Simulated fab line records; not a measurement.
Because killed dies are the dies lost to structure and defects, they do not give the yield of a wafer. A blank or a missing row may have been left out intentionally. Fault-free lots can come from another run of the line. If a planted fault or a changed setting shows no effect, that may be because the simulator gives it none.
Comparing a struck lot with a sound one -- flow sky130 -- 42 steps out of a route of 708
Sound: wafers L960.3, L960.4, L960.5. Struck: wafers L956.1, L956.4, L956.6. The cause comes at the end.
Each step with rows lists, per side, the tool, then ch with its chambers, then its first start. Under that, the readings that differ: sound wafers -- struck wafers -- difference of the means -- sigmas: that difference in standard deviations of wafers without a fault.
alike: words and numbers the same on both sides, and readings whose means are apart by under 2 such deviations; not compared: readings that were withheld, readings missing a value for some wafer, numbers with overlapping values and no deviation given by the record, and bounds like >300 which may hide the same value.
A row with sigmas, a row that says differs or no value, or rows on one side alone: a step with any of these is where the two part. Non-overlapping numbers with no deviation appear without sigmas and do not part them. Lack of a reading on every wafer of one side parts them only where that side has two or more wafers.

SKY_POLY_CUT_ETCH_10: etches BARC in N2/H2, stops on SiO2, time 45.9 s, target depth 60 nm.
  sound on rieDiel-01 ch 0,1,2, day 28 14:58; struck on rieDiel-03 ch 0,3, day 27 04:05
  alike: drypumpMotorCurrentA, oesProductAu, throttleValvePct
  not compared: rfHoursCounterH
SKY_POLY_CUT_ETCH_11: etches Si3N4 in CF4/CH2F2/Ar, stops on poly-Si, time 42.5 s, target depth 60 nm.
  sound on rieDiel-01 ch 0,1,2, day 28 15:01; struck on rieDiel-03 ch 0,3, day 27 04:08
  alike: drypumpMotorCurrentA, oesProductAu, throttleValvePct
  not compared: rfHoursCounterH
then, 8 steps without rows for these wafers: SKY_POLY_CUT_STRIP_12 (strips in O2/N2); SKY_SD_P_DEHYDRATE_00 (time 60 s); SKY_SD_P_HMDS_01 (prime time 60 s); SKY_SD_P_COAT_02 (resist thk 1140 nm); SKY_SD_P_SOFTBAKE_03 (time 60 s); SKY_SD_P_EXPOSE_04 (exposes mask PSDM, target cd 380 nm); SKY_SD_P_PEB_05; SKY_SD_P_DEVELOP_06 (develop time 60 s).
SKY_SD_P_CD_MEAS_07: the cd target is 380 nm.
  sound: cdSem-02 at day 29 18:50; struck: cdSem-02 at day 28 08:31
  alike: cdNm
SKY_SD_P_OVL_MEAS_08:
  sound: overlay-02 at day 29 18:56; struck: overlay-02 at day 28 08:38
  alike: SD_P_OVL
SKY_SD_P_IMPLANT_09:
  sound on implanter-04 ch 0, day 29 19:01; struck on implanter-03, day 28 08:41
  no value came back on the struck wafers for beamEnergyKeV, beamOnS (s); on the sound wafers beamEnergyKeV reads 19.649 19.636 19.629
SKY_SD_P_STRIP_10: strips in O2/N2.
  sound on plasmaAsher-03 ch 0,1, day 29 19:08; struck on plasmaAsher-04 ch 0, day 28 08:50
reading,sound,struck,difference,sigmas
oesProductAu (a.u.),0.615 0.615 0.614,0.720 0.720 0.718,+0.105,+22
stripTimeToEndpointS (s),17.42 17.41 17.39,14.11 14.11 14.10,-3.30,-69
  alike: drypumpMotorCurrentA
  not compared: rfHoursCounterH
SKY_SD_P_TW_MEAS_11:
  sound: filmMetro-03 at day 29 19:14; struck: filmMetro-01 at day 28 08:56
reading,sound,struck,difference,sigmas
SD_P_TW,2793 2806 2794,30 30 30,-2768,-99 or more
then, 8 steps without rows for these wafers: SKY_RES_XHIGH_DEHYDRATE_00 (time 60 s); SKY_RES_XHIGH_HMDS_01 (prime time 60 s); SKY_RES_XHIGH_COAT_02 (resist thk 1140 nm); SKY_RES_XHIGH_SOFTBAKE_03 (time 60 s); SKY_RES_XHIGH_EXPOSE_04 (exposes mask URPM, target cd 1270 nm); SKY_RES_XHIGH_PEB_05; SKY_RES_XHIGH_DEVELOP_06 (develop time 60 s); SKY_RES_XHIGH_IMPLANT_07.
SKY_RES_XHIGH_STRIP_08: strips in O2/N2.
  sound on plasmaAsher-01 ch 0,1, day 30 22:31; struck on plasmaAsher-02 ch 0, day 29 12:22
  alike: drypumpMotorCurrentA, oesProductAu, stripTimeToEndpointS
  not compared: rfHoursCounterH
SKY_RES_XHIGH_TW_MEAS_09:
  sound: filmMetro-03 at day 30 22:35; struck: filmMetro-02 at day 29 12:28
  alike: RES_XHIGH_TW
then, 7 steps without rows for these wafers: SKY_SD_N_DEHYDRATE_00 (time 60 s); SKY_SD_N_HMDS_01 (prime time 60 s); SKY_SD_N_COAT_02 (resist thk 1140 nm); SKY_SD_N_SOFTBAKE_03 (time 60 s); SKY_SD_N_EXPOSE_04 (exposes mask NSDM, target cd 380 nm); SKY_SD_N_PEB_05; SKY_SD_N_DEVELOP_06 (develop time 60 s).
SKY_SD_N_CD_MEAS_07: the cd target is 380 nm.
  sound: cdSem-02 at day 32 02:26; struck: cdSem-01 at day 30 15:40
  alike: cdNm
SKY_SD_N_OVL_MEAS_08:
  sound: overlay-02 at day 32 02:31; struck: overlay-01 at day 30 15:47
  alike: SD_N_OVL
then, 2 steps without rows for these wafers: SKY_SD_N_IMPLANT_09; SKY_SD_N_IMPLANT_10.
SKY_SD_N_STRIP_11: strips in O2/N2.
  sound on plasmaAsher-02 ch 0,1, day 32 02:52; struck on plasmaAsher-04 ch 0,1, day 30 16:08
reading,sound,struck,difference,sigmas
stripTimeToEndpointS (s),22.31 22.36 22.36,22.42 22.47 22.42,+0.09,+3
  alike: drypumpMotorCurrentA, oesProductAu
  not compared: rfHoursCounterH
SKY_SD_N_TW_MEAS_12:
  sound: filmMetro-03 at day 32 02:58; struck: filmMetro-03 at day 30 16:14
  alike: SD_N_TW
then, 1 step without rows for these wafers: SKY_SD_N_CLEAN_13 (cleans in SC1/SC2, time 150 s).
SKY_SD_N_RTA_14: time 2 s.
  sound on rtpAnneal-01 ch 0, day 32 03:04; struck on rtpAnneal-01 ch 0, day 30 16:20
  alike: lampPowerPct, rampDownCPerS, wafer_temp_C_max
SKY_SD_N_RS_MEAS_16: a four-point-probe measurement.
  sound: filmMetro-01 at day 32 03:16; struck: filmMetro-01 at day 30 16:31
  alike: SD_N_RS
SKY_SD_N_RS_MEAS_17: a four-point-probe measurement.
  sound: filmMetro-01 at day 32 03:23; struck: filmMetro-01 at day 30 16:38
reading,sound,struck,difference,sigmas
SD_P_RS (ohm/sq),148.5 148.1 148.3,132.8 132.8 132.8,-15.5,-52

== WHERE THEY PART ==
Last at SKY_SD_N_RS_MEAS_17 as far as this record goes, first at SKY_SD_P_IMPLANT_09.

WHY: what had been put in by the simulator
Entire step skipped (implanter-03, SKY_SD_P_IMPLANT_09), from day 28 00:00 onward. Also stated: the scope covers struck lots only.
